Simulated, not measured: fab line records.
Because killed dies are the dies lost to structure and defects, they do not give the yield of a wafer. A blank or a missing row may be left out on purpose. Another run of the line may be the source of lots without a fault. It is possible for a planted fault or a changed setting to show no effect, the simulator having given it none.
Which tool was responsible?    flow sky130    Sampling: 10 lots, 30 wafers, 4 of 708 route steps

## WHAT THE GAUGES READ, wafer by wafer
SKY_FIELD_ISO_CD_MEAS_13: target cd 150 nm.
lot   measured     on         cd-nm (nm)
L431  day 2 04:38  cd-sem-02  151.5 150.4 151.9
L432  day 2 12:01  cd-sem-01  150.6 149.6 150.0
L433  day 2 14:36  cd-sem-01  150.2 150.8 149.7
L434  day 2 22:07  cd-sem-01  150.1 150.8 151.4
L435  day 3 01:24  cd-sem-02  149.4 149.5 149.2
L441  day 4 08:32  cd-sem-01  152.4 153.1 152.9
L443  day 4 19:53  cd-sem-02  109.6 146.8 123.3
L445  day 5 05:06  cd-sem-01  147.6 144.4 130.7
L449  day 6 03:29  cd-sem-01  152.3 152.4 152.5
L450  day 6 07:37  cd-sem-01  150.6 148.7 148.6

SKY_LDD_P_OVL_MEAS_08.
lot   measured      on          LDD_P_OVL (nm)
L431  day 18 19:02  overlay-01  1.1 -0.3 -1.6
L432  day 19 09:31  overlay-02  2.0 0.6 0.0
L433  day 19 15:49  overlay-01  0.9 0.7 -1.0
L434  day 20 05:40  overlay-01  3.1 -1.6 0.1
L435  day 20 13:10  overlay-02  -1.2 -0.4 -1.7
L441  day 22 22:54  overlay-01  0.2 0.9 -3.2
L443  day 23 09:58  overlay-01  -1.0
L445  day 24 02:43  overlay-01  -0.5 -0.4 1.7
L449  day 25 16:20  overlay-02  2.2 0.6 2.8
L450  day 25 20:24  overlay-01  1.1 -0.4 0.5

## WHAT TOOL EACH LOT RAN ON (gives the tool, then ch and the chambers of the sampled wafers, and finally the start)
lot   SKY_FIELD_ISO_EXPOSE_10           SKY_VT_ADJUST_NCORE_STRIP_10
L431  krf-scanner-02 ch 0, day 1 21:32  plasma-asher-04 ch 0,1, day 8 09:53
L432  krf-scanner-01 ch 0, day 2 04:28  plasma-asher-02 ch 0,1, day 8 18:44
L433  krf-scanner-02 ch 0, day 2 06:54  plasma-asher-02 ch 0,1, day 9 01:05
L434  krf-scanner-02 ch 0, day 2 13:58  plasma-asher-03 ch 0,1, day 9 11:01
L435  krf-scanner-01 ch 0, day 2 18:21  plasma-asher-03 ch 0,1, day 9 15:08
L441  krf-scanner-02 ch 0, day 4 00:49  plasma-asher-02 ch 0,1, day 11 12:53
L443  krf-scanner-01 ch 0, day 4 11:16  plasma-asher-04 ch 0, day 12 01:58
L445  krf-scanner-01 ch 0, day 4 21:25  plasma-asher-02 ch 0,1, day 12 14:52
L449  krf-scanner-02 ch 0, day 5 18:46  plasma-asher-02 ch 0,1, day 13 19:59
L450  krf-scanner-02 ch 0, day 5 23:05  plasma-asher-03 ch 0,1, day 14 04:35
- SKY_FIELD_ISO_EXPOSE_10: exposes mask FOM, target cd 150 nm.
- SKY_VT_ADJUST_NCORE_STRIP_10: strips in O2/N2.

## AS READ BY THE TOOLS THEMSELVES (means over the sampled wafers that have a number; for cases with no such wafer, the mark the record gives instead)
SKY_FIELD_ISO_EXPOSE_10.
lot   tool            exposure-dose-mJ-cm2  reticle-temp-C (C)  stage-vel-mm-s (mm/s)
L431  krf-scanner-02  27.98                 22.85               500.32
L432  krf-scanner-01  28.01                 22.82               499.97
L433  krf-scanner-02  28.01                 23.07               499.88
L434  krf-scanner-02  28.04                 22.90               500.25
L435  krf-scanner-01  28.00                 23.05               499.61
L441  krf-scanner-02  27.96                 22.94               499.87
L443  krf-scanner-01  27.14                 22.94               500.09
L445  krf-scanner-01  26.43                 23.02               500.03
L449  krf-scanner-02  27.96                 22.95               499.99
L450  krf-scanner-02  27.95                 23.11               499.87

SKY_VT_ADJUST_NCORE_STRIP_10.
lot   tool             drypump-motor-current-A (A)  oes-product-au (a.u.)  strip-time-to-endpoint-s (s)
L431  plasma-asher-04  5.8                          0.717                  14.18
L432  plasma-asher-02  4.9                          0.717                  14.19
L433  plasma-asher-02  5.0                          0.718                  14.16
L434  plasma-asher-03  6.6                          0.717                  14.15
L435  plasma-asher-03  6.6                          0.718                  14.19
L441  plasma-asher-02  4.9                          0.717                  14.20
L443  plasma-asher-04  6.3                          0.717                  14.18
L445  plasma-asher-02  4.9                          0.720                  14.21
L449  plasma-asher-02  4.9                          0.714                  14.15
L450  plasma-asher-03  6.6                          0.714                  14.14

## THE ANSWER, worked out from the rows above alone
Rule: usual is defined by the lots themselves. Put in order of their means at a reading, lots are off if they are a third of the lots or fewer, leave a main group of 4 or more, and stand apart from it by a gap of 3 or more times the standard deviation of the main group's means; of several such gaps the widest counts. The tables above print the reading to a certain number of digits; a main group whose means all agree to those digits is not used. Also off: a lot with no number at a reading for which 4 or more lots have one. All remaining lots with rows at the step are treated as sound. After the gauges, taken in route order, come the tools' own readings; for these a lot's mean is taken, as printed above. The first step at which some lot is off is used, and at that step the reading that is off furthest; a lot without a number counts as furthest.
Off: L443, L445 (SKY_FIELD_ISO_CD_MEAS_13, cd-nm). Mean 150.8 nm and standard deviation 1.2 in the main group.
If a tool, at a process step before that reading, ran all the lots that are off and no sound lot after the first of them, it fits. The gauges at SKY_FIELD_ISO_CD_MEAS_13 aren't tried: what is off there is off at SKY_FIELD_ISO_EXPOSE_10 too, on other tools, and a gauge's error can't cause that. One fits: krf-scanner-01 at SKY_FIELD_ISO_EXPOSE_10. Its last sound lot is L435 (day 2 18:21), its first lot that is off L443 (day 4 11:16): a fault that began between those two fits.
The tool's own readings at SKY_FIELD_ISO_EXPOSE_10 bear it out: on the lots that are off they differ by more than 5 times the standard deviation of the sound lots' means. exposure-dose-mJ-cm2 reads 26.79 there against 27.99 on the sound lots.

## WHAT HAD BEEN PUT IN BY THE SIMULATOR
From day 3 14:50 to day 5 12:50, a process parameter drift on krf-scanner-01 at SKY_FIELD_ISO_EXPOSE_10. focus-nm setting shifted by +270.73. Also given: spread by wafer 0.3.
Struck lots among those shown: L443, L445. The rule above found the same.
